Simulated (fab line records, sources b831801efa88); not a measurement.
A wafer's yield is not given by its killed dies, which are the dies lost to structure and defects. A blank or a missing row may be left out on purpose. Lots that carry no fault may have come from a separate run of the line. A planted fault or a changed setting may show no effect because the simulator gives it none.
One fault through the eyes of 2 desks :: flow sky130 :: only its own numbers are on each desk; what lay behind them is given at the end

## THE METROLOGY DESK
What the gauges read, lot by lot, whatever tool the lot ran on: means of the sampled wafers that have a number. Any lot whose mean is over 4 standard deviations away from the usual mean is out of limits and marked OUT; that distance is given in the brackets.
Columns: A = VIA3_W_RS at SKY_VIA3_RS_MEAS_22, usual 0.294 ohm/sq; B = VIA3_W_THK at SKY_VIA3_THK_MEAS_23, usual 396 nm
lot: L969
first seen here: day 40 01:13
A: 0.291
B: 408

lot: L972
first seen here: day 41 02:56
A: 0.288
B: 401

lot: L978
first seen here: day 43 01:47
A: 0.289
B: 397

lot: L987
first seen here: day 45 06:53
A: 0.289
B: 403

lot: L990
first seen here: day 46 01:54
A: 0.294
B: 398
This desk's verdict: no lot among the 5 shows anything out of limits.

## AT THE TOOL OWNER'S DESK: pvd sputter-02
At SKY_METAL4_SPUTTER_01 (material TiN, target thk 20 nm, time 16.7 s) the tool's own readings: per lot run on this tool, the mean of the sampled wafers that have a number. Any lot whose mean is over 4 standard deviations away from the usual mean is out of limits and marked OUT; that distance is given in the brackets.
Columns: A = chamber pressure pa at SKY_METAL4_SPUTTER_01, usual 0.3999 Pa; B = throttle valve pct at SKY_METAL4_SPUTTER_01, usual 30.0 %
lot: L969
first seen here: day 40 01:41
A: 0.3996
B: 30.2

lot: L972
first seen here: day 41 03:25
A: 0.4005
B: 29.9

lot: L978
first seen here: day 43 02:16
A: 0.3998
B: 30.1
This desk's verdict: no lot among the 3 shows anything out of limits.

## ALL TOGETHER
Metrology desk: nothing out of limits seen.
The tool owner's desk saw nothing out of limits.

## WHAT HAD BEEN PUT IN BY THE SIMULATOR
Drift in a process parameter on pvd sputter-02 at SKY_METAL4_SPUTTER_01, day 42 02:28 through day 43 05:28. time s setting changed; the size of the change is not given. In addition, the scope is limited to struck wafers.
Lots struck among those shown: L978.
